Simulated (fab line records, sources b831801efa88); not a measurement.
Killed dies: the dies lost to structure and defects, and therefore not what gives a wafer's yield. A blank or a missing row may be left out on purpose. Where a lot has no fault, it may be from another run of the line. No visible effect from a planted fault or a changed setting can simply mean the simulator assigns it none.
The tool behind it: which one?    flow gf180mcu    Sampling: 14 lots, 42 wafers, 3 of 602 route steps

## WHAT THE GAUGES SHOWED, per wafer
GF_M1_OVL_MEAS_15.
lot   measured      on          M1_OVL (nm)
L785  day 17 04:47  overlay-01  4 3 -1
L786  day 17 08:44  overlay-02  -3 -2 -8
L787  day 17 17:47  overlay-02  -1 6 -1
L788  day 18 03:17  overlay-01  6 -3 -6
L789  day 18 10:38  overlay-02  5 4 -2
L790  day 18 19:33  overlay-02  4 -6 -3
L796  day 21 13:53  overlay-02  6 8 6
L799  day 22 07:02  overlay-02  0 2 7
L803  day 23 16:44  overlay-02  -3 -3 5
L804  day 23 22:14  overlay-02  2 0 5
L805  day 24 04:34  overlay-01  1 -3 -3
L806  day 24 13:35  overlay-01  -5 2 3
L807  day 24 19:49  overlay-01  -4 -8 -1
L808  day 25 07:20  overlay-01  5 -15 -6

GF_V2_OVL_MEAS_15.
lot   measured      on          V2_OVL (nm)
L785  day 20 09:35  overlay-02  2 -5 4
L786  day 20 12:59  overlay-02  -1 2 -2
L787  day 20 21:59  overlay-02  -4 -12 -4
L788  day 21 06:39  overlay-01  -3 -12 -2
L789  day 21 15:20  overlay-01  -3 3 -2
L790  day 22 00:55  overlay-01  1 5 4
L796  day 24 14:37  overlay-01  -10 -7 3
L799  day 25 06:32  overlay-01  -1 -1 -6
L803  day 26 13:14  overlay-01  3 7 -1
L804  day 26 19:20  overlay-01  -12 -7 -3
L805  day 27 01:02  overlay-02  0 7 8
L806  day 27 09:26  overlay-01  -2 -6 0
L807  day 27 13:59  overlay-01  -3 -4 -3
L808  day 28 01:17  overlay-01  3 8 0

## WHICH TOOL RAN EACH LOT (tool, then ch and the chambers of the sampled wafers, then the start)
lot   GF_MVPSD_EXPOSE_04
L785  ilineStepper-01 ch 0, day 4 18:35
L786  ilineStepper-02 ch 0, day 4 23:47
L787  ilineStepper-01 ch 0, day 5 05:03
L788  ilineStepper-01 ch 0, day 5 10:22
L789  ilineStepper-01 ch 0, day 5 15:10
L790  ilineStepper-01 ch 0, day 5 20:41
L796  ilineStepper-01 ch 0, day 7 14:33
L799  ilineStepper-02 ch 0, day 8 03:57
L803  ilineStepper-02 ch 0, day 9 03:36
L804  ilineStepper-02 ch 0, day 9 09:49
L805  ilineStepper-02 ch 0, day 9 14:52
L806  ilineStepper-02 ch 0, day 9 20:55
L807  ilineStepper-02 ch 0, day 10 00:47
L808  ilineStepper-02 ch 0, day 10 10:35
- GF_MVPSD_EXPOSE_04: exposes mask MVPSD, target cd 1000 nm.

## WHAT THE TOOLS THEMSELVES READ (means of the sampled wafers that have a number; where no wafer has one, the mark that the record gives instead)
GF_MVPSD_EXPOSE_04.
lot   tool             exposureDoseMJCm2
L785  ilineStepper-01  259.9
L786  ilineStepper-02  260.1
L787  ilineStepper-01  259.9
L788  ilineStepper-01  259.6
L789  ilineStepper-01  237.6
L790  ilineStepper-01  237.8
L796  ilineStepper-01  237.8
L799  ilineStepper-02  259.9
L803  ilineStepper-02  259.9
L804  ilineStepper-02  260.1
L805  ilineStepper-02  259.8
L806  ilineStepper-02  260.1
L807  ilineStepper-02  260.1
L808  ilineStepper-02  260.8

## THE ANSWER, worked out from the rows above alone
Rule: the usual values come from the lots themselves. The widest of any qualifying gaps counts: lots, ordered by their means at a reading, are off when they make up no more than a third of the lots, leave a main group of 4 or more, and stand apart from it by 3 or more times the standard deviation of that group's means. If all means in a main group match to the digits the tables above print for the reading, that group is not used. Also off: a lot with no number at a reading for which 4 or more lots have one. Any other lot the step has rows for is counted as sound. After the gauges, taken in route order, come the tools' own readings; for these a lot's mean is taken, as printed above. At the first step where some lot is off, the reading lying furthest off is the one used; lots without a number count as furthest.
Off: L789, L790, L796, at GF_MVPSD_EXPOSE_04 (exposureDoseMJCm2). Mean 260.0 and standard deviation 0.29 in the main group.
If a tool, at that step or one of the process steps before it, ran each lot that is off and ran no sound lot following the first of them, it fits. One candidate fits, namely ilineStepper-01 at GF_MVPSD_EXPOSE_04. A fault onset in the window from L788 (day 5 10:22, its last sound lot) to L789 (day 5 15:10, its first lot off) fits.
On the lots that are off, the tool's own readings at GF_MVPSD_EXPOSE_04 differ by more than 5 times the standard deviation of the sound lots' means, which bears it out; exposureDoseMJCm2 reads 237.7 there versus 260.0 on the sound lots.

## WHAT HAD BEEN PUT IN BY THE SIMULATOR
Drift in process parameters on ilineStepper-01 at GF_MVPSD_EXPOSE_04, starting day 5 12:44. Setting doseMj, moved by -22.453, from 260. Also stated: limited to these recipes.
Shown lots that were struck: L789, L790, L796. The rule above reached the same finding.
